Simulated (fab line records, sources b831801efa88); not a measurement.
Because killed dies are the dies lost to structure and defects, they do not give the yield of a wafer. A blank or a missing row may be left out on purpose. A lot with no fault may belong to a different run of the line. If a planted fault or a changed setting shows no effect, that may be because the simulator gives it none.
Problem report, 8D (eight disciplines) form, completed by code + flow sky130 + the parts of the form that need people (team, actions taken, sign-off) are left out

## 1. WHAT WENT WRONG
Across 2 wafers from 2 lots, VIA4_W_RS at SKY_VIA4_RS_MEAS_19 averages 0.3101 ohm/sq, while fault-free wafers read 0.2274 ohm/sq with a standard deviation of 0.0022. Relative to the usual mean, that is a shift of +38 standard deviations.
The step: measures by four-point-probe.
Seen first at day 48 04:32 on film-metro-03, wafer L441.5. At this step, 30 wafers from 10 lots have a number in the record. Rule for "out" (also "out of limits"): further than 4 standard deviations from the usual mean. The other wafers with a number count as sound.

## 2. WHAT IT IS, WHAT IT ISN'T
| question                    | is                           | is not                                                                                 |
|-----------------------------|------------------------------|----------------------------------------------------------------------------------------|
| which readings at this step | VIA4_W_RS                    | -                                                                                      |
| which lots                  | L441, L443                   | L426, L427, L429, L430, L433, L444, L445, L446                                         |
| which wafers of those lots  | L441.5, L443.3               | L441.4, L441.6, L443.4, L443.5                                                         |
| read on which gauges        | film-metro-01, film-metro-03 | film-metro-04                                                                          |
| when                        | from day 48 04:32            | up to then (17 sound wafers); but 11 sound wafers of L443, L444, L445, L446 came after |

## 3. WHAT RULES OUT EACH SUSPECT
Counting: a tool at a process step up to the reading stays a suspect if it ran every lot that is out. Sound lots after the first of them don't rule it out here, since some wafers of a struck lot are sound.
- the gauge at SKY_VIA4_RS_MEAS_19 is ruled out. Those wafers that are out were read across 2 gauges (film-metro-01, film-metro-03).
- rie-metal-03 at SKY_METAL2_DESCUM_17 (chemistry O2, time 8 s): kept. It processed each lot that is out (first: L441, day 41 08:00); up to then, its last sound lot is L433 (day 38 19:34).
- cvd-w-01 at SKY_VIA4_CVD_18 (deposits W, target thk 505 nm, time 152.14 s): kept. It processed each lot that is out (first: L441, day 48 04:22); up to then, its last sound lot is L433 (day 46 02:28). Its own readings are out on those wafers: susceptor-temp-C.
- Within cvd-w-01 at SKY_VIA4_CVD_18, the wafers that are out were processed in chamber 0 and their sound lot-mates in chamber 1.
After counting, rie-metal-03 at SKY_METAL2_DESCUM_17 and cvd-w-01 at SKY_VIA4_CVD_18 remain.

## 4. THE CAUSE (what the simulator had put in)
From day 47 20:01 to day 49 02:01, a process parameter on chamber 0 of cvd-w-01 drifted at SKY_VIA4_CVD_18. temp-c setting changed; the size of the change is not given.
Of the 2 suspects that counting leaves, this tool is one.

## 5. SEQUENCE OF EFFECTS, ordered by route
Rows list readings where the struck wafers' mean (over those with a number) sits beyond 3 standard deviations from the usual. Scope: only readings with a usual standard deviation given in the record; hours: median across lots of the time from each lot's start at the first step in this table that gives one to its start at this step; sigmas: change in usual standard deviations.
| hours | step                 | reading            | usual         | on struck wafers | change  | sigmas |
|-------|----------------------|--------------------|---------------|------------------|---------|--------|
| 0     | SKY_VIA4_CVD_18      | susceptor-temp-C   | 399.99 C      | 383.68           | -16.31  | -82    |
| 0     | SKY_VIA4_RS_MEAS_19  | VIA4_W_RS          | 0.2274 ohm/sq | 0.3101           | +0.0827 | +38    |
| 0     | SKY_VIA4_THK_MEAS_20 | VIA4_W_THK         | 500 nm        | 368              | -132    | -22    |
| 0     | SKY_VIA4_CMP_21      | time-to-endpoint-s | 122 s         | 90               | -32     | -9.4   |
The process steps in it:
- SKY_VIA4_CVD_18: deposits W, target thk 505 nm, time 152.14 s.
- SKY_VIA4_CMP_21: polishes, stops on SiO2, t overpolish 25 s, target thk 0 nm.

## 6. HOW IT WOULD HAVE BEEN CAUGHT EARLIER
In this record the first reading out of limits at a measuring or inspecting step was taken at day 48 04:32, 9 hours after the fault began at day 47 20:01.
At SKY_VIA4_CVD_18, the tool's own readings (susceptor-temp-C) were out on each struck wafer the step has a row for, so an alarm limit on them would have fired on the first such wafer.
Lots out: 2; of these, L443 started SKY_VIA4_CVD_18 on cvd-w-01 after day 48 04:32. Putting the tool on hold at that point would have spared it.
